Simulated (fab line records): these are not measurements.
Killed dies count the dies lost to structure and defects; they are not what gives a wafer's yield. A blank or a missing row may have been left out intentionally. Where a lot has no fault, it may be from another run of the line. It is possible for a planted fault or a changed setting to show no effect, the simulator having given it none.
The tool behind it: which one? | flow sky130 | 12 lots, 36 wafers sampled, at 1 step of a route of 708

## WHAT EACH GAUGE READ, for each wafer
SKY_CAP2M_OVL_MEAS_12. Usual: CAP2M_OVL typically reads 1.0 nm, with standard deviation 1.2.
lot  | measured     | on         | CAP2M_OVL (nm) | flag
L696 | day 39 12:01 | overlay-02 | 0.7 0.2 1.0    |
L697 | day 40 14:22 | overlay-01 | 0.0 0.7 0.0    |
L698 | day 41 10:37 | overlay-02 | 1.6 0.1 0.5    |
L699 | day 42 04:25 | overlay-01 | 1.8 1.9 0.3    |
L700 | day 42 06:28 | overlay-02 | 0.3 -1.1 0.7   |
L706 | day 44 05:43 | overlay-02 | -0.6 1.3 1.3   |
L709 | day 45 21:19 | overlay-01 | 1.5 0.1 2.7    |
L712 | day 45 22:33 | overlay-02 | 1.9 1.2 2.2    |
L711 | day 45 23:23 | overlay-02 | 0.7 1.7 1.1    |
L714 | day 46 03:04 | overlay-01 | 2.6 1.3 2.8    |
L716 | day 46 17:21 | overlay-01 | 3.1 3.2 1.0    |
L718 | day 47 09:55 | overlay-01 | 0.1 1.7 0.7    |

## TOOL THAT RAN EACH LOT (tool first, then ch and the chambers of the sampled wafers, then the start)
The record shows no process step preceding these readings.

## WHAT THE TOOLS THEMSELVES READ (means of the sampled wafers that have a number; where no wafer has one, the mark that the record gives instead)
The record holds no such reading with a usual standard deviation.

## THE ANSWER, worked out from the rows above alone
Rule: take the mean of a lot's wafers that have a number; if it is more than 3 standard deviations from the usual mean, the lot is off. Also off: a lot with no number at a reading for which 4 or more lots have one. All remaining lots with rows at the step are treated as sound. First the gauges in route order, then the tools' own readings, where a lot's mean is used as printed above. The first step at which some lot is off is used, and at that step the reading that is off furthest; a lot without a number counts as furthest.
Across all readings shown, no lot is off: no conclusion can be drawn from this.

## WHAT THE SIMULATOR HAD PUT IN
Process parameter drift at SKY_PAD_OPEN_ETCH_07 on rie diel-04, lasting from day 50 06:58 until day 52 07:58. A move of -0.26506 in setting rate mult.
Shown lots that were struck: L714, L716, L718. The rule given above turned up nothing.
